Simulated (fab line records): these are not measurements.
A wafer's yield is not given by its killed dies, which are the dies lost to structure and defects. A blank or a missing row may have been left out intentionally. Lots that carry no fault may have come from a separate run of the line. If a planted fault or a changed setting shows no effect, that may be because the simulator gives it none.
The tool behind it: which one?    flow gf180mcu    Sampling: 12 lots, 36 wafers, 3 of 602 route steps

## WHAT THE GAUGES READ, wafer by wafer
GF_V3_THK_MEAS_25: measures by xrf.
lot   measured      on             V3_W_THK (nm)
L075  day 22 17:49  film-metro-03  345 338 349
L077  day 23 09:01  film-metro-01  354 352 357
L079  day 24 02:45  film-metro-03  337 341 338
L081  day 24 23:41  film-metro-01  347 347 350
L083  day 25 13:11  film-metro-03  336 338 333
L085  day 26 05:05  film-metro-01  348 347 344
L087  day 26 19:44  film-metro-01  342 348 346
L089  day 28 00:13  film-metro-03  332 334 327
L091  day 28 14:59  film-metro-03  347 340 334
L093  day 29 03:26  film-metro-03  338 343 335
L095  day 29 12:35  film-metro-03  336 335 339
L097  day 30 01:19  film-metro-02  341 339 338

## WHAT TOOL EACH LOT RAN ON (gives the tool, then ch and the chambers of the sampled wafers, and finally the start)
lot   GF_M1_SPUTTER_03              GF_V1_SPUTTER_22
L075  pvd-sputter-02, day 16 12:43  pvd-sputter-02, day 18 12:06
L077  pvd-sputter-01, day 17 03:50  pvd-sputter-04, day 19 03:55
L079  pvd-sputter-03, day 17 21:15  pvd-sputter-02, day 19 23:16
L081  pvd-sputter-02, day 18 19:06  pvd-sputter-02, day 20 21:38
L083  pvd-sputter-03, day 19 11:31  pvd-sputter-04, day 21 13:02
L085  pvd-sputter-02, day 20 03:29  pvd-sputter-01, day 22 04:45
L087  pvd-sputter-03, day 20 21:06  pvd-sputter-02, day 22 23:33
L089  pvd-sputter-01, day 22 05:58  pvd-sputter-04, day 24 06:07
L091  pvd-sputter-03, day 22 22:33  pvd-sputter-04, day 24 22:33
L093  pvd-sputter-02, day 23 15:34  pvd-sputter-04, day 25 13:31
L095  pvd-sputter-03, day 24 02:03  pvd-sputter-04, day 25 22:41
L097  pvd-sputter-03, day 24 16:13  pvd-sputter-04, day 26 13:18
- GF_M1_SPUTTER_03: material Ti, target thk 10 nm, time 6.7 s.
- GF_V1_SPUTTER_22: material TiN, target thk 10 nm, time 40 s.

## THE ANSWER, worked out from the rows above alone
Rule: usual is defined by the lots themselves. The widest of any qualifying gaps counts: lots, ordered by their means at a reading, are off when they make up no more than a third of the lots, leave a main group of 4 or more, and stand apart from it by 3 or more times the standard deviation of that group's means. A main group is skipped when, at the precision printed for the reading in the tables above, its means are all equal. A lot without any number at a reading at which 4 lots or more have one is off too. Where the step has rows for the other lots, those lots are counted as sound.
Across all readings shown, no lot is off: no conclusion can be drawn from this.

## WHAT THE SIMULATOR PUT IN
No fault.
